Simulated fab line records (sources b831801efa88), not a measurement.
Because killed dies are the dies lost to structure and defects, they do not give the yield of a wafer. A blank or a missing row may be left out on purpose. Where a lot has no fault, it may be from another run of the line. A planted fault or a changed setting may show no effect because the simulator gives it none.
Chamber matching | flow sky130 | 4 sister chambers for SKY_CONTACT_ETCH_17 on rieDiel-02
The step etches SiO2 in C4F8/O2/Ar, stops on Si3N4, target depth 340 nm. 18 wafers are shown with their chamber, then 9 later ones without.

## WAFERS PAIRED WITH THEIR CHAMBERS
wafer  | chamber | oesProductAu (a.u.)
L074.2 | 3       | 0.891
L074.3 | 1       | 0.895
L074.4 | 2       | 0.898
L076.1 | 0       | 0.891
L076.2 | 3       | 0.899
L076.4 | 1       | 0.878
L080.1 | 2       | 0.894
L080.3 | 3       | 0.879
L080.6 | 3       | 0.886
L081.4 | 1       | 0.898
L081.5 | 2       | 0.893
L081.6 | 3       | 0.895
L085.1 | 1       | 0.895
L085.2 | 2       | 0.897
L085.5 | 2       | 0.896
L091.1 | 3       | 0.904
L091.4 | 2       | 0.887
L091.5 | 1       | 0.889

SIGNATURES (means of the wafers above)
reading      | chamber 0 | chamber 1 | chamber 2 | chamber 3 | scatter within a chamber
oesProductAu | 0.89100   | 0.89100   | 0.89417   | 0.89233   | 0.00727
Rule: for each reading, subtract the chamber's mean from the wafer's reading, divide by that reading's scatter and square the result; add these up over the readings and take the root, which gives the wafer's distance from the chamber. The wafer belongs to the nearest chamber; if the next one is less than 2 further off, it can't be placed. The scatter: the root of (the sum of the squares of (reading less its chamber's mean) over the shown wafers, divided by (wafers less chambers)).

## WAFERS WITH NO CHAMBER GIVEN
wafer  | oesProductAu (a.u.)
L094.1 | 0.887
L094.3 | 0.885
L094.4 | 0.883
L095.1 | 0.890
L095.3 | 0.889
L095.6 | 0.891
L097.3 | 0.891
L097.4 | 0.896
L097.6 | 0.898

## EACH ONE'S CHAMBER
wafer  | from the rows above               | in truth
L094.1 | can't be placed: 0 or 1 or 3 or 2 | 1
L094.3 | can't be placed: 0 or 1 or 3 or 2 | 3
L094.4 | can't be placed: 0 or 1 or 3 or 2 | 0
L095.1 | can't be placed: 0 or 1 or 3 or 2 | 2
L095.3 | can't be placed: 0 or 1 or 3 or 2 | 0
L095.6 | can't be placed: 0 or 1 or 3 or 2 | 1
L097.3 | can't be placed: 0 or 1 or 3 or 2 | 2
L097.4 | can't be placed: 2 or 3 or 0 or 1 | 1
L097.6 | can't be placed: 2 or 3 or 0 or 1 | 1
Correct placement for 0 of the 9. Cannot be placed on the basis of these rows: 9; the candidates contain the true chamber in 9. Wrongly placed: 0.
